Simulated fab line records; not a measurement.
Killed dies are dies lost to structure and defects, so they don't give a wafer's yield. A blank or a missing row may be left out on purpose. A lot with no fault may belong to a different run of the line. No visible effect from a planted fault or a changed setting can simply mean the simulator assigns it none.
Chamber matching :: flow sky130 :: 4 sister chambers for SKY_VIA2_CMP_02 on cmp-01
The step polishes SiO2. 18 wafers are shown with their chamber, then 9 later ones without.

## WAFERS WITH THEIR CHAMBER
wafer: L234.3
chamber: 3
motor-current-A (A): 12.3
retaining-ring-pressure-frac: 1.001
edge-zone-pressure-frac: 0.991

wafer: L234.4
chamber: 1
motor-current-A (A): 15.6
retaining-ring-pressure-frac: 0.991
edge-zone-pressure-frac: 1.000

wafer: L234.5
chamber: 2
motor-current-A (A): 12.0
retaining-ring-pressure-frac: 1.001
edge-zone-pressure-frac: 0.994

wafer: L235.3
chamber: 3
motor-current-A (A): 12.0
retaining-ring-pressure-frac: 1.002
edge-zone-pressure-frac: 1.001

wafer: L235.5
chamber: 2
motor-current-A (A): 12.2
retaining-ring-pressure-frac: 1.000
edge-zone-pressure-frac: 0.996

wafer: L235.6
chamber: 1
motor-current-A (A): 14.5
retaining-ring-pressure-frac: 1.008
edge-zone-pressure-frac: 1.000

wafer: L239.3
chamber: 3
motor-current-A (A): 11.0
retaining-ring-pressure-frac: 0.996
edge-zone-pressure-frac: 0.997

wafer: L239.4
chamber: 2
motor-current-A (A): 12.0
retaining-ring-pressure-frac: 0.995
edge-zone-pressure-frac: 1.004

wafer: L239.5
chamber: 0
motor-current-A (A): 10.0
retaining-ring-pressure-frac: 1.003
edge-zone-pressure-frac: 0.996

wafer: L244.4
chamber: 3
motor-current-A (A): 11.6
retaining-ring-pressure-frac: 0.995
edge-zone-pressure-frac: 1.003

wafer: L244.5
chamber: 0
motor-current-A (A): 10.2
retaining-ring-pressure-frac: 1.001
edge-zone-pressure-frac: 1.010

wafer: L244.6
chamber: 1
motor-current-A (A): 14.4
retaining-ring-pressure-frac: 0.989
edge-zone-pressure-frac: 0.997

wafer: L247.1
chamber: 0
motor-current-A (A): 10.7
retaining-ring-pressure-frac: 1.003
edge-zone-pressure-frac: 0.998

wafer: L247.2
chamber: 1
motor-current-A (A): 14.5
retaining-ring-pressure-frac: 0.992
edge-zone-pressure-frac: 0.998

wafer: L247.6
chamber: 2
motor-current-A (A): 12.1
retaining-ring-pressure-frac: 1.006
edge-zone-pressure-frac: 1.002

wafer: L251.1
chamber: 3
motor-current-A (A): 11.0
retaining-ring-pressure-frac: 0.990
edge-zone-pressure-frac: 0.996

wafer: L251.5
chamber: 2
motor-current-A (A): 12.2
retaining-ring-pressure-frac: 1.005
edge-zone-pressure-frac: 1.005

wafer: L251.6
chamber: 3
motor-current-A (A): 11.3
retaining-ring-pressure-frac: 0.990
edge-zone-pressure-frac: 1.006

SIGNATURES, as means of the wafers listed above
reading: motor-current-A
chamber 0: 10.300
chamber 1: 14.750
chamber 2: 12.100
chamber 3: 11.533
scatter within a chamber: 0.439

reading: retaining-ring-pressure-frac
chamber 0: 1.00233
chamber 1: 0.99500
chamber 2: 1.00140
chamber 3: 0.99567
scatter within a chamber: 0.00563

reading: edge-zone-pressure-frac
chamber 0: 1.00133
chamber 1: 0.99875
chamber 2: 1.00020
chamber 3: 0.99900
scatter within a chamber: 0.0051
Rule: for each reading, subtract the chamber's mean from the wafer's reading, divide by that reading's scatter and square the result; add these up over the readings and take the root, which gives the wafer's distance from the chamber. If the next closest chamber is less than 2 further off than the closest, the wafer can't be placed; otherwise it belongs to the closest. The scatter: the root of (the sum of the squares of (reading less its chamber's mean) over the shown wafers, divided by (wafers less chambers)).

## WAFERS MISSING THEIR CHAMBER
wafer: L252.1
motor-current-A (A): 11.6
retaining-ring-pressure-frac: 1.000
edge-zone-pressure-frac: 0.999

wafer: L252.3
motor-current-A (A): 14.3
retaining-ring-pressure-frac: 1.007
edge-zone-pressure-frac: 1.003

wafer: L252.5
motor-current-A (A): 14.8
retaining-ring-pressure-frac: 1.013
edge-zone-pressure-frac: 1.000

wafer: L255.2
motor-current-A (A): 11.0
retaining-ring-pressure-frac: 1.001
edge-zone-pressure-frac: 0.997

wafer: L255.5
motor-current-A (A): 14.5
retaining-ring-pressure-frac: 1.004
edge-zone-pressure-frac: 0.988

wafer: L255.6
motor-current-A (A): 9.4
retaining-ring-pressure-frac: 0.994
edge-zone-pressure-frac: 1.004

wafer: L257.2
motor-current-A (A): 11.4
retaining-ring-pressure-frac: 1.003
edge-zone-pressure-frac: 0.999

wafer: L257.3
motor-current-A (A): 15.4
retaining-ring-pressure-frac: 0.993
edge-zone-pressure-frac: 0.996

wafer: L257.6
motor-current-A (A): 12.2
retaining-ring-pressure-frac: 0.997
edge-zone-pressure-frac: 1.003

## EACH ONE'S CHAMBER
wafer: L252.1
from the rows above: can't be placed: 3 or 2
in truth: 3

wafer: L252.3
from the rows above: 1
in truth: 1

wafer: L252.5
from the rows above: 1
in truth: 1

wafer: L255.2
from the rows above: can't be placed: 3 or 0 or 2
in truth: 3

wafer: L255.5
from the rows above: 1
in truth: 1

wafer: L255.6
from the rows above: 0
in truth: 0

wafer: L257.2
from the rows above: can't be placed: 3 or 2 or 0
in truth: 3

wafer: L257.3
from the rows above: 1
in truth: 1

wafer: L257.6
from the rows above: can't be placed: 2 or 3
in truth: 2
Correctly placed: 5 of 9. Not placeable from these rows: 4 (in 4, the candidates include the true chamber). Wrongly placed: 0.
